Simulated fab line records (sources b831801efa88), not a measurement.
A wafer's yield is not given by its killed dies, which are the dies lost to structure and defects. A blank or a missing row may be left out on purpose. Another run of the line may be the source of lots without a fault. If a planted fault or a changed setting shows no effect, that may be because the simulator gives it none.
Struck lot and sound lot, side by side | flow sky130 | 17 out of 708 route steps
Sound: wafers L804.2, L804.4, L804.5. Struck: wafers L810.1, L810.2, L810.5. Last of all comes the cause.
Order at every step that has rows: each side's tool, ch and its chambers, its first start. Under that, the readings that differ: sound wafers | struck wafers | difference of the means | sigmas: that difference in standard deviations of wafers without a fault.
alike: readings whose means differ by less than 2 such deviations, and words and numbers that are the same on both sides. not compared: withheld readings, readings that some wafer has no value for, bounds like >300 that may hide the same value, and numbers for which the record gives no deviation and whose values overlap.
A row with sigmas, a row that says differs or no value, or rows on one side alone: a step with any of these is where the two part. Numbers that don't overlap but have no deviation are shown without sigmas and don't part them. A reading missing from all wafers of one side parts the sides only when that side holds two or more wafers.

SKY_LDD_P_OVL_MEAS_08:
  sound on overlay-02, day 20 21:52; struck on overlay-01, day 23 05:59
  alike: LDD_P_OVL
next, for these wafers, 1 step has no rows: SKY_LDD_P_IMPLANT_09.
SKY_LDD_P_STRIP_10: strips in O2/N2.
  sound on plasmaAsher-01 ch 0, day 20 22:03; struck on plasmaAsher-01 ch 0,1, day 23 06:10
reading           | sound          | struck         | difference | sigmas
o2FlowSccm (sccm) | 2987 2990 2976 | 3010 3006 2997 | +20        | +2
  alike: drypumpMotorCurrentA, oesProductAu, stripTimeToEndpointS
  not compared: rfHoursCounterH
SKY_LDD_P_TW_MEAS_11:
  sound on filmMetro-02, day 20 22:10; struck on filmMetro-03, day 23 06:16
reading  | sound       | struck      | difference | sigmas
LDD_P_TW | 650 650 648 | 632 633 635 | -16        | -2
then, 7 steps without rows for these wafers: SKY_LDD_HVN_DEHYDRATE_00 (time 60 s); SKY_LDD_HVN_HMDS_01 (prime time 60 s); SKY_LDD_HVN_COAT_02 (resist thk 300 nm); SKY_LDD_HVN_SOFTBAKE_03 (time 60 s); SKY_LDD_HVN_EXPOSE_04 (exposes mask HVNTM, target cd 700 nm); SKY_LDD_HVN_PEB_05; SKY_LDD_HVN_DEVELOP_06 (develop time 60 s).
SKY_LDD_HVN_OVL_MEAS_07:
  sound on overlay-02, day 22 04:34; struck on overlay-01, day 24 11:46
  alike: LDD_HVN_OVL
SKY_LDD_HVN_IMPLANT_08:
  sound on implanter-01 ch 0, day 22 04:37; struck on implanter-02 ch 0, day 24 12:07
SKY_LDD_HVN_STRIP_09: strips in O2/N2.
  sound on plasmaAsher-02 ch 0,1, day 22 04:45; struck on plasmaAsher-03 ch 0,1, day 24 12:16
reading                  | sound          | struck         | difference | sigmas
drypumpMotorCurrentA (A) | 5.8 6.2 6.2    | 4.7 5.7 4.6    | -1.1       | -2
o2FlowSccm (sccm)        | 2995 2990 2986 | 3012 3006 3003 | +17        | +2
  alike: oesProductAu, stripTimeToEndpointS
  not compared: rfHoursCounterH
SKY_LDD_HVN_TW_MEAS_10:
  sound on filmMetro-04, day 22 04:52; struck on filmMetro-04, day 24 12:35
reading    | sound          | struck         | difference | sigmas
LDD_HVN_TW | 1447 1443 1440 | 1794 1802 1803 | +356       | +22
then, 1 step without rows for these wafers: SKY_LDD_HVP_DEHYDRATE_00 (time 60 s).
-- record jumps: 24 days separate the struck wafers' starts on either side; left off in module LDD_HVP, taken up again in module PAD_OPEN, whose first shown step is the route's number 708 --
SKY_PAD_OPEN_PROBE_99:
  sound on prober-01, day 46 21:26; struck on prober-01, day 48 11:20
reading                               | sound               | struck              | difference | sigmas
killedAtFrontEnd                      | 15 11 4             | 20 22 22            | +11        | +3
model.etest.tip_n_5v.rsOhmSq          | 1416 1408 1391      | 855.6 846.1 841.6   | -557.2     | 
model.etest.nfetG5v0d10v5.rOnOhmUm    | 1870 1856 1854      | 1707 1691 1706      | -159       | 
model.etest.nfetG5v0d10v5.driveUaUm   | 610.2 605.4 604.9   | 658.9 664.9 668.7   | +57.3      | 
model.etest.nfet_05v0_nvt.driveUaUm   | 580 574.3 574.2     | 599.1 604.8 603.5   | +26.3      | 
model.etest.resNdiffHv.rsOhmSq        | 113.6 114.2 113.5   | 110.8 110.2 109.7   | -3.5       | 
model.etest.ring_5v.delayPs           | 44.29 44.61 44.4    | 43.17 42.81 42.97   | -1.45      | 
model.etest.nfet_05v0_nvt.offLog10AUm | -10.9 -11.04 -11.11 | -10.7 -10.84 -10.77 | +0.2       | 
  alike: killed_at_M0_to_M3, killed_at_M4_up, killedAtContacts, killedAtOther, killedDies, killedOpen, killedShort
  not compared: model.etest.tip_n_5v.rsOhmSqRange

## WHERE THEY PART
At SKY_LDD_P_STRIP_10 first; at SKY_PAD_OPEN_PROBE_99 last (within this record only).

WHY: what had been put in by the simulator
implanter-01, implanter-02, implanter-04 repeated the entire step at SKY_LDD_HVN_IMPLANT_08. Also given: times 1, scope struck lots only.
